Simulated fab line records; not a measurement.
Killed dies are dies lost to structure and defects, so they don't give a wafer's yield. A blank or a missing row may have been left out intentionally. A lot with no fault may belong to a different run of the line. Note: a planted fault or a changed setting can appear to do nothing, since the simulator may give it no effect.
A lot that was struck, set against a sound lot | flow gf180mcu | 15 steps out of a route of 602
Sound: wafers L430.2, L430.5, L430.6. Wafers struck: L449.2, L449.5, L449.6. The cause is given at the end.
Order at every step that has rows: each side's tool, ch and its chambers, its first start. Under that, the readings that differ: sound wafers | struck wafers | difference of the means | sigmas: that difference in standard deviations of wafers without a fault.
alike: same words and numbers on both sides, and readings whose means sit less than 2 such deviations apart. not compared: any withheld reading, any reading some wafer has no value for, any bound like >300 that may hide the same value, and any number with overlapping values for which the record gives no deviation.
Wherever a step has rows on one side only, a row that says differs or no value, or a row with sigmas, the two part there. Non-overlapping numbers with no deviation appear without sigmas and do not part them. Lack of a reading on every wafer of one side parts them only where that side has two or more wafers.

GF_SAB_ETCH_11: etches SiO2 in C4F8/O2/Ar, target depth 55 nm, time 8.366 s.
  sound on rie-diel-03 ch 0,3, day 15 13:48; struck on rie-diel-03 ch 0,2,3, day 22 08:54
  alike: oes-product-au
  not compared: rf-hours-counter-h
then, 4 steps without rows for these wafers: GF_SAB_WET_ETCH_12 (etches SiO2 in dHF, target depth 22 nm, time 440 s); GF_SAB_STRIP_13 (strips in O2/N2); GF_SALICIDE_CLEAN_00 (cleans in SC1/SC2, time 150 s); GF_SALICIDE_WET_ETCH_01 (etches SiO2 in dHF, target depth 5 nm, time 100 s).
GF_SALICIDE_SPUTTER_02: material Co, target thk 10 nm, time 20 s.
  sound on pvd-sputter-01, day 15 14:10; struck on pvd-sputter-04, day 22 09:14
  alike: throttle-valve-pct
GF_SALICIDE_SPUTTER_03: material TiN, target thk 20 nm, time 16.7 s.
  sound on pvd-sputter-01, day 15 14:11; struck on pvd-sputter-04, day 22 09:16
  alike: throttle-valve-pct
GF_SALICIDE_RS_MEAS_04: a four-point-probe measurement.
  sound on film-metro-03, day 15 14:14; struck on film-metro-03, day 22 09:19
  reading                  | sound          | struck         | difference | sigmas
  SALICIDE_TIN_RS (ohm/sq) | 16.7 16.0 16.8 | 15.7 15.8 16.0 | -0.7       | -2
GF_SALICIDE_THK_MEAS_05: measures by xrf.
  sound on film-metro-03, day 15 14:20; struck on film-metro-03, day 22 09:25
  alike: SALICIDE_TIN_THK
GF_SALICIDE_RTA_06: time 30 s.
  sound on rtp-anneal-02 ch 0, day 15 14:25; struck on rtp-anneal-02 ch 0, day 22 09:29
  alike: lamp-power-pct, wafer_temp_C_max
then, 1 step without rows for these wafers: GF_SALICIDE_WET_ETCH_07 (etches the open film in SPM, target depth 120 nm).
GF_SALICIDE_RTA_08: time 30 s.
  sound on rtp-anneal-01 ch 0, day 15 14:36; struck on rtp-anneal-01 ch 0, day 22 09:41
  alike: lamp-power-pct, wafer_temp_C_max
GF_CONTACT_CVD_00: deposits SiO2, target thk 300 nm, time 50 s.
  sound on hdpcvd-01 ch 0,1, day 15 14:41; struck on hdpcvd-01 ch 0,2, day 22 09:59
  alike: susceptor-temp-C
GF_CONTACT_THK_MEAS_01:
  sound on film-metro-04, day 15 14:44; struck on film-metro-01, day 22 10:16
  reading                 | sound       | struck      | difference | sigmas
  CONTACT_CVD_00_THK (nm) | 301 308 300 | 596 599 591 | +292       | +86
GF_PASSIVATION_PROBE_99:
  the record holds rows for the sound wafers here (prober-01, day 29 08:50) but none for the struck ones

WHERE THEY PART
Earliest at GF_SALICIDE_RS_MEAS_04; latest, in this record, at GF_PASSIVATION_PROBE_99.

WHY: what had been put in by the simulator
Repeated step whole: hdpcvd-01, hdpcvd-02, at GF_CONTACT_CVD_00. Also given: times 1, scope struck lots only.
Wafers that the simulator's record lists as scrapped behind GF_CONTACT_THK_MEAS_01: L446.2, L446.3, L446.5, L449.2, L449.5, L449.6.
